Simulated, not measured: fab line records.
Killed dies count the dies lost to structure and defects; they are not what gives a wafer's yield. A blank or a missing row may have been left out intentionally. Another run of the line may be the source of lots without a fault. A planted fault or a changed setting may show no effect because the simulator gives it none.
fab line records | flow sky130
record lots=6 | wafers=18 | lastDay=50
route steps=708 shown NWELL@65 PAD_OPEN@708
lots untouched by any fault: they come from a run of this same line in which no faults occurred
startH: hours from the record's opening day to when the first of the lot's shown wafers began | waitH: how many hours have passed since the lot's step before this one | " same as the row above | L1.1+2: several wafers, shown together as one row | - value missing, or start not given | * or withheld: withheld | < > ~ a bound
route shown NAME@n: names a module that has steps shown in the file, with the first one's number in the route | usual: mean/standard deviation of fault-free wafers | same: alike in all rows | chamber/n: place in a boat | sites: per-site readings | _std_site: the values' standard deviation | _edge_site: mean of outer sites minus mean of inner sites | radiusMm: how far each site lies from the wafer's centre | mask NAME#n: copy n | behind: tool/chamber where the wafer was last shaped | hold: reason for holding the lot/hours on hold/outcome of the hold | device: names the non-switching transistor (n, p or np) | end of line: the same wafers' tests at the end of the route | a step with no rows: only its recipe | killed: not the wafer's yield, but the dies lost to structure and defects at the first sort | map: per-die view of a wafer (x killed, . not killed, _ where there is no die)
set.NAME: the setting the step ran with; set.NAME@STEP: the setting that earlier step ran with | model.NAME: the simulator's own value behind a step, which no gauge read
lots at some steps of the route; a table a step, a row a wafer
services: when a tool's chamber went out of use (startH, in hours from the record's first day, below 0 if earlier), for how many hours, and the reason
## steps
# step SKY_NWELL_IMPLANT_12
# recipe species=P | energyKev=120 | doseCm2=1.3e+12 | tiltDeg=withheld
# step SKY_NWELL_IMPLANT_13
# recipe species=P | energyKev=50 | doseCm2=7e+11 | tiltDeg=withheld
# step SKY_NWELL_STRIP_14
# recipe chemistry=O2/N2 | powerW=1400 | pressureMtorr=1500 | platenTempC=withheld | o2FlowSccm=3000 | n2FlowSccm=300 | overashFraction=0.5
# usual drypumpMotorCurrentA=5.8/0.45 | oesProductAu=0.723/0.0049 | stripTimeToEndpointS=36.95/0.096
# same overashFraction=0.5
lot.wafer | tool           | chamber | startH | waitH | drypumpMotorCurrentA | oesProductAu | rfHoursCounterH | stripTimeToEndpointS
L192.1    | plasmaAsher-01 | 0       | 134.17 | 0.1   | 5.7                  | 0.717        | 48              | 36.87
L192.2    | "              | 1       | "      | "     | 6.5                  | 0.719        | 48              | 36.99
L192.6    | "              | 0       | "      | "     | 5.7                  | 0.722        | -               | 36.95
L194.2    | plasmaAsher-03 | 1       | 143.47 | 0.1   | 5.7                  | 0.720        | 50              | 37.01
L194.5    | "              | 1       | "      | "     | 5.7                  | 0.726        | -               | 36.96
L194.6    | "              | 0       | "      | "     | 5.3                  | 0.725        | -               | 37.05
L198.1    | plasmaAsher-02 | 1       | 165.67 | 0.1   | 5.6                  | 0.730        | 1               | 36.73
L198.3    | "              | 0       | "      | "     | 5.3                  | 0.726        | -               | 36.76
L198.4    | "              | 1       | "      | "     | 5.6                  | 0.725        | -               | 36.85
L200.1    | plasmaAsher-02 | 0       | 180.32 | 0.1   | 5.3                  | 0.730        | 2               | 36.93
L200.3    | "              | 0       | "      | "     | 5.3                  | 0.718        | -               | 36.91
L200.5    | "              | 1       | "      | "     | 5.6                  | 0.726        | -               | 36.92
L205.1    | plasmaAsher-02 | 1       | 213.82 | 0.1   | 5.6                  | 0.721        | 5               | 36.97
L205.2    | "              | 0       | "      | "     | 5.3                  | 0.729        | 5               | 36.88
L205.6    | "              | 1       | "      | "     | 5.6                  | 0.721        | -               | 36.79
L206.1    | plasmaAsher-02 | 0       | 219.42 | 0.1   | 5.3                  | 0.715        | 6               | 37.03
L206.5    | "              | 1       | "      | "     | 5.6                  | 0.724        | -               | 36.99
L206.6    | "              | 0       | "      | "     | 5.3                  | 0.722        | -               | 37.06
# step SKY_NWELL_TW_MEAS_15
# usual NWELL_TW=1815/9
lot.wafer | tool         | chamber | startH | waitH | NWELL_TW
L192.1    | filmMetro-03 | -       | 134.27 | 0.1   | 1829
L192.2    | "            | -       | "      | "     | 1833
L192.6    | "            | -       | "      | "     | 1825
L194.2    | filmMetro-03 | -       | 143.58 | 0.1   | 1808
L194.5    | "            | -       | "      | "     | 1824
L194.6    | "            | -       | "      | "     | 1825
L198.1    | filmMetro-03 | -       | 165.77 | 0.1   | 1808
L198.3    | "            | -       | "      | "     | 1812
L198.4    | "            | -       | "      | "     | 1814
L200.1    | filmMetro-03 | -       | 180.42 | 0.1   | 1810
L200.3    | "            | -       | "      | "     | 1806
L200.5    | "            | -       | "      | "     | 1815
L205.1    | filmMetro-04 | -       | 213.92 | 0.1   | 1809
L205.2    | "            | -       | "      | "     | 1793
L205.6    | "            | -       | "      | "     | 1802
L206.1    | filmMetro-04 | -       | 219.52 | 0.1   | 1811
L206.5    | "            | -       | "      | "     | 1820
L206.6    | "            | -       | "      | "     | 1818
# step SKY_NWELL_DEHYDRATE_16
# recipe tempC=200 | timeS=60
# step SKY_NWELL_HMDS_17
# recipe primeTimeS=60 | primeTempC=120
# step SKY_NWELL_COAT_18
# recipe spinRpm=2000 | resistThkNm=3000
# step SKY_NWELL_SOFTBAKE_19
# recipe tempC=110 | timeS=withheld
# step SKY_NWELL_EXPOSE_20
# recipe maskId=NWM_COMPLEMENT | na=0.6 | sourceShape=conventional | sigmaOuter=0.6 | polarization=unpolarized | targetCdNm=840 | doseMj=260
# step SKY_NWELL_PEB_21
# recipe tempC=115 | timeS=withheld
# step SKY_NWELL_DEVELOP_22
# recipe wallAngleDeg=90 | developer=TMAH | developTimeS=60 | devTempC=23
# step SKY_NWELL_OVL_MEAS_23
# usual NWELL_01_OVL=0.0/1.3
lot.wafer | tool       | chamber | startH | waitH | NWELL_01_OVL[nm]
L192.1    | overlay-01 | -       | 152.24 | -     | 0.9
L192.2    | "          | -       | "      | "     | 1.8
L192.6    | "          | -       | "      | "     | 0.2
L194.2    | overlay-01 | -       | 163.07 | -     | 0.0
L194.5    | "          | -       | "      | "     | -1.6
L194.6    | "          | -       | "      | "     | 1.7
L198.1    | overlay-01 | -       | 186.28 | -     | 0.9
L198.3    | "          | -       | "      | "     | -1.0
L198.4    | "          | -       | "      | "     | 1.8
L200.1    | overlay-01 | -       | 201.23 | -     | 0.1
L200.3    | "          | -       | "      | "     | 0.3
L200.5    | "          | -       | "      | "     | -1.3
L205.1    | overlay-01 | -       | 236.27 | -     | 2.0
L205.2    | "          | -       | "      | "     | 2.6
L205.6    | "          | -       | "      | "     | 1.6
L206.1    | overlay-02 | -       | 242.93 | -     | -2.7
L206.5    | "          | -       | "      | "     | -2.2
L206.6    | "          | -       | "      | "     | -1.2
# step SKY_NWELL_IMPLANT_24
# recipe species=B | energyKev=140 | doseCm2=9.2e+12 | tiltDeg=withheld
# usual doseIonsCm2=9.201e+12/9.1e+09 | faradayCurrentUA=51.6/1.1
lot.wafer | tool         | chamber | startH | waitH | doseIonsCm2 | faradayCurrentUA
L192.1    | implanter-03 | 0       | 152.27 | 0.0   | 1.0174e+13  | 55.6
L192.2    | "            | 0       | "      | "     | 1.0158e+13  | 57.4
L192.6    | "            | 0       | "      | "     | 1.0147e+13  | 56.5
L194.2    | implanter-03 | 0       | 163.13 | 0.0   | 1.0172e+13  | 56.6
L194.5    | "            | 0       | "      | "     | 1.0171e+13  | 56.4
L194.6    | "            | 0       | "      | "     | 1.0156e+13  | 56.3
L198.1    | implanter-02 | 0       | 186.32 | 0.0   | 9.194e+12   | 51.6
L198.3    | "            | 0       | "      | "     | 9.222e+12   | 50.5
L198.4    | "            | 0       | "      | "     | 9.203e+12   | 51.9
L200.1    | implanter-02 | 0       | 201.27 | 0.0   | 9.206e+12   | 53.3
L200.3    | "            | 0       | "      | "     | 9.207e+12   | 52.5
L200.5    | "            | 0       | "      | "     | 9.215e+12   | 51.3
L205.1    | implanter-04 | 0       | 236.30 | 0.0   | 9.198e+12   | 51.8
L205.2    | "            | 0       | "      | "     | 9.202e+12   | 49.3
L205.6    | "            | 0       | "      | "     | 9.205e+12   | 50.7
L206.1    | implanter-03 | 0       | 242.97 | 0.0   | 9.211e+12   | 51.5
L206.5    | "            | 0       | "      | "     | 9.191e+12   | 51.3
L206.6    | "            | 0       | "      | "     | 9.195e+12   | 51.5
# step SKY_NWELL_STRIP_25
# recipe chemistry=O2/N2 | powerW=1400 | pressureMtorr=1500 | platenTempC=withheld | o2FlowSccm=3000 | n2FlowSccm=300 | overashFraction=0.5
# usual drypumpMotorCurrentA=5.7/0.42 | oesProductAu=0.722/0.0049 | stripTimeToEndpointS=36.96/0.096
# same overashFraction=0.5
lot.wafer | tool           | chamber | startH | waitH | drypumpMotorCurrentA | oesProductAu | rfHoursCounterH | stripTimeToEndpointS
L192.1    | plasmaAsher-03 | 1       | 152.42 | 0.1   | 5.7                  | 0.718        | 51              | 37.05
L192.2    | "              | 0       | "      | "     | 5.3                  | 0.717        | 51              | 37.07
L192.6    | "              | 0       | "      | "     | 5.3                  | 0.722        | -               | 37.18
L194.2    | plasmaAsher-03 | 0       | 163.25 | 0.1   | 5.3                  | 0.728        | 52              | 36.98
L194.5    | "              | 0       | "      | "     | 5.3                  | 0.728        | -               | 36.89
L194.6    | "              | 1       | "      | "     | 5.7                  | 0.725        | -               | 36.95
L198.1    | plasmaAsher-03 | 1       | 186.47 | 0.1   | 5.8                  | 0.727        | 54              | 36.92
L198.3    | "              | 1       | "      | "     | 5.8                  | 0.715        | -               | 36.90
L198.4    | "              | 0       | "      | "     | 5.3                  | 0.723        | -               | 36.91
L200.1    | plasmaAsher-03 | 0       | 201.42 | 0.1   | 5.3                  | 0.717        | 56              | 36.92
L200.3    | "              | 1       | "      | "     | 5.7                  | 0.723        | -               | 36.97
L200.5    | "              | 1       | "      | "     | 5.7                  | 0.725        | -               | 37.03
L205.1    | plasmaAsher-01 | 0       | 236.45 | 0.1   | 5.7                  | 0.714        | 59              | 37.02
L205.2    | "              | 1       | "      | "     | 6.6                  | 0.719        | 59              | 37.09
L205.6    | "              | 0       | "      | "     | 5.7                  | 0.725        | -               | 37.04
L206.1    | plasmaAsher-02 | 1       | 243.12 | 0.1   | 5.6                  | 0.727        | 8               | 36.87
L206.5    | "              | 1       | "      | "     | 5.6                  | 0.731        | -               | 36.93
L206.6    | "              | 0       | "      | "     | 5.3                  | 0.728        | -               | 36.90
# step SKY_NWELL_TW_MEAS_26
# usual NWELL_2_TW=495.4/2.2
lot.wafer | tool         | chamber | startH | waitH | NWELL_2_TW
L192.1    | filmMetro-03 | -       | 152.52 | 0.1   | 509.9
L192.2    | "            | -       | "      | "     | 508.7
L192.6    | "            | -       | "      | "     | 511.8
L194.2    | filmMetro-01 | -       | 163.36 | 0.1   | 512.4
L194.5    | "            | -       | "      | "     | 510.6
L194.6    | "            | -       | "      | "     | 513.9
L198.1    | filmMetro-04 | -       | 186.57 | 0.1   | 494.2
L198.3    | "            | -       | "      | "     | 496.3
L198.4    | "            | -       | "      | "     | 495.5
L200.1    | filmMetro-01 | -       | 201.52 | 0.1   | 494.0
L200.3    | "            | -       | "      | "     | 493.0
L200.5    | "            | -       | "      | "     | 494.9
L205.1    | filmMetro-03 | -       | 236.55 | 0.1   | 497.1
L205.2    | "            | -       | "      | "     | 492.2
L205.6    | "            | -       | "      | "     | 494.6
L206.1    | filmMetro-03 | -       | 243.22 | 0.1   | 494.3
L206.5    | "            | -       | "      | "     | 496.4
L206.6    | "            | -       | "      | "     | 494.9
# step SKY_NWELL_CLEAN_27
# recipe chemistry=SC1/SC2 | mix=1:4:20 | tempC=70 | timeS=150 | dry=n2Spin
# step SKY_PAD_OPEN_PROBE_99
# usual killed_at_M0_to_M3=43/6.9 | killed_at_M4_up=3.1/1.9 | killedAtContacts=24/5.4 | killedAtFrontEnd=14/4.3 | killedAtOther=0.3/0.53 | killedDies=84/9.5 | killedOpen=46/6.8 | killedShort=38/6
# same grossDies=492 | killedAtBackSide=0
lot.wafer | tool      | chamber | startH  | waitH | killed_at_M0_to_M3 | killed_at_M4_up | killedAtContacts | killedAtFrontEnd | killedAtOther | killedDies | killedOpen | killedShort | model.etest.pfet_16v.rOnOhmUm | model.etest.resPwellUnderGate.rsOhmSq | model.etest.pfet_16v.driveUaUm | model.etest.fieldN.vtV
L192.1    | prober-02 | -       | 1124.90 | 0.1   | 37                 | 9               | 27               | 13               | 0             | 86         | 46         | 40          | 1.477e+04                     | 2142                                  | 247.3                          | 37.84
L192.2    | prober-02 | -       | 1124.95 | 0.1   | 52                 | 4               | 21               | 8                | 0             | 85         | 52         | 32          | 1.479e+04                     | 2134                                  | 247.3                          | 38
L192.6    | prober-02 | -       | 1125.15 | 0.2   | 50                 | 1               | 32               | 10               | 0             | 93         | 51         | 41          | 1.474e+04                     | 2134                                  | 247.9                          | 37.95
L194.2    | prober-02 | -       | 1133.95 | 0.1   | 31                 | 2               | 30               | 14               | 0             | 77         | 41         | 36          | 1.466e+04                     | 2129                                  | 249.3                          | 37.45
L194.5    | prober-02 | -       | 1134.10 | 0.2   | 39                 | 5               | 28               | 13               | 1             | 86         | 48         | 38          | 1.436e+04                     | 2120                                  | 247.7                          | 36.53
L194.6    | prober-02 | -       | 1134.15 | 0.2   | 40                 | 3               | 31               | 16               | 0             | 90         | 51         | 39          | 1.44e+04                      | 2121                                  | 247.9                          | 36.3
L200.1    | prober-02 | -       | 1168.81 | 0.1   | 33                 | 5               | 25               | 14               | 0             | 77         | 36         | 41          | 1.547e+04                     | 2297                                  | 245.1                          | 35.5
L200.3    | prober-02 | -       | 1168.91 | 0.2   | 40                 | 3               | 23               | 12               | 0             | 78         | 50         | 28          | 1.565e+04                     | 2305                                  | 241.2                          | 35.6
L200.5    | prober-02 | -       | 1169.01 | 0.2   | 42                 | 1               | 26               | 6                | 0             | 75         | 50         | 25          | 1.566e+04                     | 2325                                  | 244.5                          | 35.58
L198.1    | prober-01 | -       | 1171.72 | 0.1   | 46                 | 3               | 25               | 10               | 0             | 84         | 46         | 38          | 1.572e+04                     | 2302                                  | 235.2                          | 36.48
L198.3    | prober-01 | -       | 1171.82 | 0.2   | 44                 | 3               | 20               | 21               | 0             | 88         | 42         | 46          | 1.498e+04                     | 2308                                  | 241.5                          | 34.84
L198.4    | prober-01 | -       | 1171.87 | 0.2   | 49                 | 4               | 29               | 18               | 2             | 102        | 55         | 47          | 1.516e+04                     | 2294                                  | 241                            | 35.36
L205.1    | prober-02 | -       | 1195.74 | 0.1   | 43                 | 5               | 14               | 15               | 0             | 77         | 44         | 33          | 1.521e+04                     | 2300                                  | 241.4                          | 36.02
L205.2    | prober-02 | -       | 1195.79 | 0.1   | 49                 | 6               | 13               | 15               | 0             | 83         | 35         | 48          | 1.561e+04                     | 2309                                  | 238.2                          | 36.31
L205.6    | prober-02 | -       | 1195.99 | 0.2   | 40                 | 4               | 20               | 10               | 0             | 74         | 35         | 39          | 1.543e+04                     | 2307                                  | 240.2                          | 36.22
L206.1    | prober-02 | -       | 1206.65 | 0.1   | 45                 | 4               | 23               | 21               | 1             | 94         | 49         | 45          | 1.466e+04                     | 2294                                  | 252.3                          | 34.98
L206.5    | prober-02 | -       | 1206.85 | 0.2   | 35                 | 1               | 25               | 19               | 1             | 81         | 40         | 41          | 1.499e+04                     | 2284                                  | 249.4                          | 35.7
L206.6    | prober-02 | -       | 1206.90 | 0.2   | 45                 | 0               | 24               | 17               | 0             | 86         | 52         | 34          | 1.451e+04                     | 2272                                  | 254.2                          | 34.33
# killed by level:class
L192.1 LI_CONTACT:geometricParticle:open=9 VIA1:geometricParticle:open=9 CONTACT:geometricParticle:open=8 METAL1:geometricParticle:short=5 METAL2:geometricParticle:short=5 VIA3:geometricParticle:open=5 METAL4:geometricParticle:short=5 LI_CONTACT:geometricParticle:short=4
L192.2 VIA1:geometricParticle:open=14 CONTACT:geometricParticle:open=11 VIA3:geometricParticle:open=8 VIA1:geometricParticle:short=6 METAL2:geometricParticle:short=6 LI_CONTACT:geometricParticle:open=5 METAL3:geometricParticle:short=5 METAL1:geometricParticle:short=4
L192.6 CONTACT:geometricParticle:open=16 METAL2:geometricParticle:short=11 VIA1:geometricParticle:open=8 LI_CONTACT:geometricParticle:open=6 VIA2:geometricParticle:open=6 LOCAL_INTERCONNECT:geometricParticle:short=5 VIA3:geometricParticle:open=5 METAL1:geometricParticle:short=4
L194.2 VIA1:geometricParticle:open=9 CONTACT:geometricParticle:open=8 METAL2:geometricParticle:short=7 LI_CONTACT:geometricParticle:open=7 LOCAL_INTERCONNECT:geometricParticle:short=5 VIA3:geometricParticle:open=5 POLY_GATE:geometricParticle:short=4 LI_CONTACT:geometricParticle:short=4
L194.5 LI_CONTACT:geometricParticle:open=11 VIA1:geometricParticle:open=11 CONTACT:geometricParticle:open=7 POLY_GATE:geometricParticle:open=6 LI_CONTACT:geometricParticle:short=6 METAL2:geometricParticle:short=6 VIA2:geometricParticle:short=4 VIA1:geometricParticle:short=4
L194.6 LI_CONTACT:geometricParticle:open=12 VIA1:geometricParticle:open=10 CONTACT:geometricParticle:open=9 LOCAL_INTERCONNECT:geometricParticle:short=6 VIA1:geometricParticle:short=6 VIA2:geometricParticle:open=6 METAL2:geometricParticle:short=5 FIELD_ISO:geometricParticle:open=4
L200.1 CONTACT:geometricParticle:open=9 LI_CONTACT:geometricParticle:open=7 POLY_GATE:geometricParticle:short=6 VIA1:geometricParticle:open=6 VIA2:geometricParticle:short=6 METAL1:geometricParticle:short=5 VIA2:geometricParticle:open=5 LOCAL_INTERCONNECT:geometricParticle:short=4
L200.3 VIA1:geometricParticle:open=14 CONTACT:geometricParticle:open=10 FIELD_ISO:geometricParticle:open=7 VIA2:geometricParticle:open=6 LI_CONTACT:geometricParticle:short=5 LI_CONTACT:geometricParticle:open=4 VIA3:geometricParticle:open=4 FIELD_ISO:geometricParticle:short=3
L200.5 VIA1:geometricParticle:open=16 LI_CONTACT:geometricParticle:open=8 CONTACT:geometricParticle:open=8 VIA3:geometricParticle:open=6 VIA2:geometricParticle:open=6 CONTACT:geometricParticle:short=4 LI_CONTACT:geometricParticle:short=3 METAL1:geometricParticle:short=3
L198.1 VIA1:geometricParticle:open=13 CONTACT:geometricParticle:short=9 METAL2:geometricParticle:short=7 VIA3:geometricParticle:open=7 CONTACT:geometricParticle:open=6 VIA1:geometricParticle:short=6 LI_CONTACT:geometricParticle:open=5 METAL1:geometricParticle:short=5
L198.3 VIA1:geometricParticle:open=8 LI_CONTACT:geometricParticle:open=7 VIA3:geometricParticle:open=7 FIELD_ISO:geometricParticle:short=6 VIA2:geometricParticle:short=6 POLY_GATE:geometricParticle:open=5 POLY_GATE:geometricParticle:short=5 CONTACT:geometricParticle:short=5
L198.4 VIA1:geometricParticle:open=12 VIA2:geometricParticle:open=9 VIA3:geometricParticle:open=9 LI_CONTACT:geometricParticle:open=8 CONTACT:geometricParticle:open=7 FIELD_ISO:geometricParticle:short=6 POLY_GATE:geometricParticle:short=6 METAL2:geometricParticle:short=6
L205.1 VIA1:geometricParticle:open=11 VIA3:geometricParticle:open=8 FIELD_ISO:geometricParticle:short=7 CONTACT:geometricParticle:open=7 VIA1:geometricParticle:short=5 METAL1:geometricParticle:short=5 METAL4:geometricParticle:short=5 POLY_GATE:geometricParticle:open=4
L205.2 VIA3:geometricParticle:open=10 METAL2:geometricParticle:short=8 METAL1:geometricParticle:short=7 VIA1:geometricParticle:open=7 CONTACT:geometricParticle:short=5 FIELD_ISO:geometricParticle:short=4 VIA1:geometricParticle:short=4 VIA2:geometricParticle:short=4
L205.6 VIA1:geometricParticle:open=9 CONTACT:geometricParticle:open=8 VIA1:geometricParticle:short=8 VIA2:geometricParticle:open=5 VIA3:geometricParticle:open=4 CONTACT:geometricParticle:short=4 METAL1:geometricParticle:short=4 METAL2:geometricParticle:short=4
L206.1 VIA1:geometricParticle:open=12 VIA3:geometricParticle:open=8 CONTACT:geometricParticle:open=7 FIELD_ISO:geometricParticle:short=6 POLY_GATE:geometricParticle:short=6 LI_CONTACT:geometricParticle:open=6 METAL2:geometricParticle:short=6 VIA1:geometricParticle:short=5
L206.5 CONTACT:geometricParticle:open=8 VIA1:geometricParticle:short=7 FIELD_ISO:geometricParticle:open=6 LOCAL_INTERCONNECT:geometricParticle:short=5 VIA2:geometricParticle:open=5 FIELD_ISO:geometricParticle:short=4 POLY_GATE:geometricParticle:open=4 LI_CONTACT:geometricParticle:open=4
L206.6 LOCAL_INTERCONNECT:geometricParticle:short=9 VIA3:geometricParticle:open=8 POLY_GATE:geometricParticle:open=7 CONTACT:geometricParticle:open=7 VIA1:geometricParticle:open=7 VIA3:geometricParticle:short=7 FIELD_ISO:geometricParticle:open=5 LI_CONTACT:geometricParticle:open=5
## services
tool           | chamber | startH | hours | kind
implanter-03   | -       | 112.93 | 4.4   | pm
implanter-02   | -       | 134.17 | 31.2  | pm
plasmaAsher-02 | -       | 149.79 | 9.0   | pm
plasmaAsher-02 | 0       | 149.79 | 9.0   | ventCycle
plasmaAsher-02 | 1       | 149.79 | 9.0   | ventCycle
plasmaAsher-02 | 0       | 158.79 | -     | clean
plasmaAsher-02 | 1       | 158.79 | -     | clean
implanter-02   | -       | 165.34 | 5.1   | pm
implanter-04   | -       | 182.92 | 1.8   | repair
plasmaAsher-01 | -       | 221.07 | 2.8   | pm
implanter-03   | -       | 236.82 | 2.7   | repair
implanter-04   | -       | 239.93 | 2.9   | repair
implanter-04   | -       | 242.80 | 3.0   | pm
## key
firstSign step=SKY_NWELL_IMPLANT_24 | reading=doseIonsCm2 | direction=up | sigmas=99+ | usual=* | struck=*
effect step=SKY_NWELL_IMPLANT_24 | reading=faradayCurrentUA | direction=up | sigmas=4.5 | usual=51.6 | struck=56.4
effect step=SKY_NWELL_TW_MEAS_26 | reading=NWELL_2_TW | direction=up | sigmas=7.1 | usual=495.4 | struck=511.2
modelEffect step=SKY_PAD_OPEN_PROBE_99 | value=etest.pfet_16v.rOnOhmUm | without=1.531e+04 | struck=1.462e+04
metAt SKY_NWELL_IMPLANT_24
struckWafers L192.1,L192.2,L192.6,L194.2,L194.5,L194.6
testerLeftOut L192,L194
fault kind=processParameterDrift | tool=implanter-03 | chamber=- | onsetH=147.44 | steps=SKY_NWELL_IMPLANT_24 | channel=doseCm2 | offset=* | shape=step | endH=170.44 | actsIn=* | stated=*
# testerLeftOut: of these lots the tester's yield and bins aren't shown, on N5 and GAA mostly nor the transistor test; their killed dies are dies lost to structure and defects alone, not to doping, threshold or leakage, so they don't give the yield
